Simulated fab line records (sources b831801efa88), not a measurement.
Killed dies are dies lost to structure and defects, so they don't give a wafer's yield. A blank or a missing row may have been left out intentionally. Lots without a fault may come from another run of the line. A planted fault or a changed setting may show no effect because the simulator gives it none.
Struck lot and sound lot, side by side | flow sky130 | 39 steps out of a route of 708
Sound: wafers L489.2, L489.4, L489.5. The struck wafers were L496.1, L496.3, L496.4. The cause is named last.
For every step that has rows: the tool of each side, followed by ch and its chambers, followed by its first start. Under that, the readings that differ: sound wafers | struck wafers | difference of the means | sigmas: that difference in standard deviations of wafers without a fault.
alike: readings with means less than 2 such deviations apart, plus words and numbers identical on both sides. not compared: withheld readings, readings lacking a value on some wafer, bounds such as >300 that could conceal the same value, and numbers that have no deviation in the record and whose values overlap.
The two part at a step that has a row with sigmas, a row that says differs or no value, or rows on one side only. Numbers that have no deviation but don't overlap get no sigmas and don't part them. A reading missing from all wafers of one side parts the sides only when that side holds two or more wafers.

first, 10 steps without rows for these wafers: SKY_FIELD_ISO_CLEAN_20 (cleans in dHF, time 20 s); SKY_FIELD_ISO_WET_ETCH_21 (etches SiO2 in dHF, target depth 20 nm, time 400 s); SKY_FIELD_ISO_OXIDATION_22 (stabilise 600 s, purge 300 s, target thk 10 nm); SKY_FIELD_ISO_CVD_24 (deposits SiO2, target thk 595 nm, time 99.2 s); SKY_FIELD_ISO_ANNEAL_26 (time 1800 s); SKY_FIELD_ISO_CMP_27 (polishes, stops on Si3N4, t overpolish 16 s, target thk 457.8 nm); SKY_FIELD_ISO_WET_ETCH_28 (etches SiO2 in dHF, target depth 23.7 nm, time 47 s); SKY_FIELD_ISO_WET_ETCH_29 (etches Si3N4 in H3PO4, target depth 160 nm, time 1825 s); SKY_FIELD_ISO_WET_ETCH_30 (etches SiO2 in dHF, target depth 25 nm, time 50 s); SKY_NWELL_CLEAN_00 (cleans in SC1/SC2, time 150 s).
SKY_NWELL_OXIDATION_01: stabilise 600 s, purge 300 s, target thk 10 nm.
  sound on furnace-01 ch 0, day 3 01:31; struck on furnace-01 ch 0, day 5 02:20
reading                                     | sound             | struck               | difference | sigmas
spikeTcBottomC (C)                          | 923 923 923       | 819 818 819          | -104       | -25
spikeTcCentreC (C)                          | 898.8 898.2 901.5 | 794.3 793.7 793.9    | -105.5     | -99 or more
spikeTcLowerC (C)                           | 898.3 897.9 899.7 | 794.9 794.5 794.4    | -104.0     | -80
spikeTcTopC (C)                             | 913.3 912.0 913.5 | 809.5 811.4 812.0    | -102.0     | -85
spikeTcUpperC (C)                           | 900.5 899.4 898.9 | 792.9 792.1 795.6    | -106.1     | -99 or more
tubeCenterTempC (C)                         | 899.93 900 900.02 | 794.81 794.78 794.63 | -105.24    | -99 or more
tube_center_temp_C_max                      | 902.0 903.0 902.6 | 797.5 796.9 796.9    | -105.4     | -99 or more
zonePowerBottomPct (%)                      | 28.9 28.3 27.9    | 22.0 22.1 21.9       | -6.4       | -4
zonePowerLowerPct (%)                       | 17.2 17.1 17.4    | 13.1 13.1 13.2       | -4.1       | -3
zonePowerTopPct (%)                         | 33.9 34.2 34.2    | 28.1 27.8 27.9       | -6.2       | -16
zonePowerUpperPct (%)                       | 18.70 18.71 18.86 | 14.53 14.47 14.63    | -4.21      | -20
model.SiO2_of_NWELL_OXIDATION_01.thkNm (nm) | 9.947 9.853 9.823 | 2.665 2.558 2.704    | -7.232     | 
SKY_NWELL_THK_MEAS_02:
  sound on filmMetro-04 at day 3 02:56; struck on filmMetro-01 at day 5 03:45
reading                  | sound          | struck         | difference | sigmas
NWELL_OXIDATION_THK (nm) | 9.97 9.86 9.79 | 2.65 2.55 2.70 | -7.24      | -38
then, 25 steps without rows for these wafers: SKY_DNWELL_DEHYDRATE_00 (time 60 s); SKY_DNWELL_HMDS_01 (prime time 60 s); SKY_DNWELL_COAT_02 (resist thk 3000 nm); SKY_DNWELL_SOFTBAKE_03; SKY_DNWELL_EXPOSE_04 (exposes mask DNM, target cd 3000 nm); SKY_DNWELL_PEB_05; SKY_DNWELL_DEVELOP_06 (develop time 60 s); SKY_DNWELL_IMPLANT_07; SKY_DNWELL_STRIP_08 (strips in O2/N2); SKY_PWDE_DEHYDRATE_00 (time 60 s); SKY_PWDE_HMDS_01 (prime time 60 s); SKY_PWDE_COAT_02 (resist thk 3000 nm); SKY_PWDE_SOFTBAKE_03; SKY_PWDE_EXPOSE_04 (exposes mask PWDEM, target cd 840 nm); SKY_PWDE_PEB_05; SKY_PWDE_DEVELOP_06 (develop time 60 s); SKY_PWDE_IMPLANT_08; SKY_PWDE_STRIP_09 (strips in O2/N2); SKY_NWELL_DEHYDRATE_03 (time 60 s); SKY_NWELL_HMDS_04 (prime time 60 s); SKY_NWELL_COAT_05 (resist thk 3000 nm); SKY_NWELL_SOFTBAKE_06; SKY_NWELL_EXPOSE_07 (exposes mask NWM, target cd 840 nm); SKY_NWELL_PEB_08; SKY_NWELL_DEVELOP_09 (develop time 60 s).
-- the record jumps here: 12 days lie between the struck wafers' starts before and after (it left off in module NWELL and takes up again in module SONOS_ONO, whose first step shown is number 183 of the route) --
SKY_SONOS_ONO_ETCH_15: etches the open film in CHF3/O2, target depth 19.52 nm, time 7.8 s.
  sound on rieDiel-01 ch 0,1,2, day 13 11:22; struck on rieDiel-04 ch 0,1,2, day 17 01:25
reading                                     | sound            | struck               | difference | sigmas
model.SiO2_of_NWELL_OXIDATION_01.thkNm (nm) | 5.453 5.401 5.35 | 0.6629 0.6162 0.6755 | -4.7498    | 
  alike: O2_flow_sccm, chf3FlowSccm, drypumpMotorCurrentA, oesProductAu, throttleValvePct
  not compared: rfHoursCounterH
-- a jump in the record: the struck wafers' starts before and after are 32 days apart (it breaks off in module SONOS_ONO and resumes in module PAD_OPEN, where the first step shown is number 708 of the route) --
SKY_PAD_OPEN_PROBE_99:
  sound on prober-01 at day 46 16:57; struck on prober-01 at day 49 01:04
reading                               | sound                         | struck                        | difference | sigmas
model.etest.nfet_16v.rOnOhmUm         | 1.445e+04 1.434e+04 1.433e+04 | 1.477e+04 1.477e+04 1.467e+04 | +3.633e+02 | 
model.etest.tipP.rsOhmSq              | 6954 6917 6927                | 6646 6689 6652                | -270       | 
model.etest.pfet_01v8.rOnOhmUm        | 3005 2941 2937                | 2758 2734 2724                | -222       | 
model.etest.pfetG5v0d10v5.rOnOhmUm    | 4855 4871 4838                | 4691 4639 4671                | -188       | 
model.etest.resPwellUnderGate.rsOhmSq | 2276 2297 2288                | 2264 2272 2261                | -21        | 
model.etest.pfet_01v8.driveUaUm       | 184.9 187.5 190.1             | 204.4 207.7 208.5             | +19.4      | 
model.etest.pfet_01v8_mvt.driveUaUm   | 146.7 148.8 150.2             | 164.6 165.6 164.7             | +16.4      | 
model.etest.sramPfetLatch.driveUaUm   | 135.4 139.7 138.9             | 148.5 152.7 157.4             | +14.9      | 
  alike: killed_at_M0_to_M3, killed_at_M4_up, killedAtContacts, killedAtFrontEnd, killedAtOther, killedDies, killedOpen, killedShort

== WHERE THEY PART ==
First at SKY_NWELL_OXIDATION_01; last, within this record, at SKY_NWELL_THK_MEAS_02. Later steps at which nothing parts them and some readings are alike: SKY_SONOS_ONO_ETCH_15, SKY_PAD_OPEN_PROBE_99.

WHY: whatever the simulator had introduced
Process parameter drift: furnace-01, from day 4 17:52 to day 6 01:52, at SKY_NWELL_OXIDATION_01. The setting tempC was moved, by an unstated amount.
